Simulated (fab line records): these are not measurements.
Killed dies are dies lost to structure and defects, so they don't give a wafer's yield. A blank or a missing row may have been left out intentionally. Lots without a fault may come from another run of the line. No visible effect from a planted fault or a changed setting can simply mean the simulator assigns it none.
A struck lot beside a sound one ; flow gf180mcu ; 27 out of 602 route steps
Sound: the wafers L841.2, L841.4, L841.5. Wafers struck: L825.1, L825.3, L825.6. At the end, the cause is stated.
Order at every step that has rows: each side's tool, ch and its chambers, its first start. Under that, the readings that differ: sound wafers ; struck wafers ; difference of the means ; sigmas: that difference in standard deviations of wafers without a fault.
alike: words and numbers the same on both sides, and readings whose means are apart by under 2 such deviations; not compared: readings that were withheld, readings missing a value for some wafer, numbers with overlapping values and no deviation given by the record, and bounds like >300 which may hide the same value.
A row with sigmas, a row that says differs or no value, or rows on one side alone: a step with any of these is where the two part. Non-overlapping numbers with no deviation appear without sigmas and do not part them. A reading that every wafer of one side lacks parts them only if that side has two wafers or more.

GF_V2_ETCH_16: etches BARC in N2/H2.
  sound on rieDiel-02 ch 0,3, day 27 17:18; struck on rieDiel-02 ch 0,1,3, day 22 05:05
  alike: drypumpMotorCurrentA, h2FlowSccm, n2FlowSccm, oesProductAu, throttleValvePct
then, 4 steps without rows for these wafers: GF_V2_ETCH_17 (etches SiO2 in C4F8/O2/Ar, stops on TiN, target depth 630 nm); GF_V2_STRIP_18 (strips in O2/N2); GF_V2_STRIP_19 (strips in post etch residue remover, time 1200 s); GF_V2_CLEAN_20 (cleans in DIW).
GF_V2_SPUTTER_21: material Ti, target thk 15 nm, time 80.02 s.
  struck on pvdSputter-02, day 22 05:44; sound on pvdSputter-01, day 27 17:58
  alike: cathodeDcPowerW, chamberPressurePa, substrateTempC, throttleValvePct
then, 1 step without rows for these wafers: GF_V2_SPUTTER_22 (material TiN, target thk 10 nm, time 40 s).
GF_V2_CVD_23: deposits W, target thk 350 nm, time 104.94 s.
  sound on cvdW-02 ch 1, day 27 18:04; struck on cvdW-01 ch 0,1, day 22 05:51
  alike: chamberPressureTorr, heaterPowerW
GF_V2_RS_MEAS_24: measures by four-point-probe.
  struck on filmMetro-02, day 22 05:58; sound on filmMetro-04, day 27 18:14
  alike: V2_W_RS
GF_V2_THK_MEAS_25: measures by xrf.
  struck on filmMetro-02, day 22 06:05; sound on filmMetro-04, day 27 18:21
  alike: V2_W_THK
GF_V2_CMP_26: polishes, stops on SiO2, t overpolish 15 s, target thk 0 nm.
  sound on cmp-02 ch 1,2, day 27 18:24; struck on cmp-01 ch 0,2, day 22 06:11
  alike: motorCurrentA, overpolishRunS, timeToEndpointS
then, 1 step without rows for these wafers: GF_M3_SPUTTER_00 (material Ti, target thk 37.5 nm, time 150 s).
GF_M3_SPUTTER_01: material TiN, target thk 30 nm, time 25 s.
  struck on pvdSputter-04, day 22 06:32; sound on pvdSputter-03, day 27 18:48
  no value came back on the struck wafers for cathodeDcPowerW (W), chamberPressurePa (Pa), throttleValvePct (%); on the sound wafers cathodeDcPowerW (W) reads 6500.6 6501.4 6500.4
then, 1 step without rows for these wafers: GF_M3_SPUTTER_02 (material AlCu, target thk 450 nm, time 23.9 s).
GF_M3_SPUTTER_03: material Ti, target thk 10 nm, time 6.7 s.
  struck on pvdSputter-04, day 22 06:36; sound on pvdSputter-03, day 27 18:52
  alike: cathodeDcPowerW, chamberPressurePa, substrateTempC, throttleValvePct
then, 8 steps without rows for these wafers: GF_M3_SPUTTER_04 (material TiN, target thk 50 nm, time 41.7 s); GF_M3_DEHYDRATE_07 (time 60 s); GF_M3_HMDS_08 (prime time 60 s); GF_M3_COAT_09 (resist thk 1000 nm); GF_M3_SOFTBAKE_10 (time 60 s); GF_M3_EXPOSE_11 (exposes mask Metal3, target cd 280 nm); GF_M3_PEB_12 (peb time 90 s); GF_M3_DEVELOP_13 (develop time 60 s).
GF_M3_CD_MEAS_14: the cd target is 280 nm.
  struck on cdSem-01, day 23 05:49; sound on cdSem-01, day 28 13:44
  alike: cdNm
GF_M3_OVL_MEAS_15:
  struck on overlay-02, day 23 05:56; sound on overlay-01, day 28 13:50
  alike: M3_OVL
GF_M3_METAL_ETCH_16: etches the open film in Cl2/BCl3, stops on SiO2, target depth 627.5 nm, time 104.6 s.
  sound on rieMetal-01 ch 1, day 28 13:55; struck on rieMetal-02 ch 0, day 23 05:59
reading;sound;struck;difference;sigmas
oesProductAu (a.u.);0.967 0.974 0.970;0.946 0.942 0.951;-0.024;-5
throttleValvePct (%);28.254 28.244 28.253;28.287 28.275 28.289;+0.033;+3
  alike: drypumpMotorCurrentA
  not compared: rfHoursCounterH
then, 1 step without rows for these wafers: GF_M3_STRIP_17 (strips in O2/N2).

## WHERE THEY PART
At GF_M3_SPUTTER_01 first; at GF_M3_METAL_ETCH_16 last (within this record only).

WHY: what had been put in by the simulator
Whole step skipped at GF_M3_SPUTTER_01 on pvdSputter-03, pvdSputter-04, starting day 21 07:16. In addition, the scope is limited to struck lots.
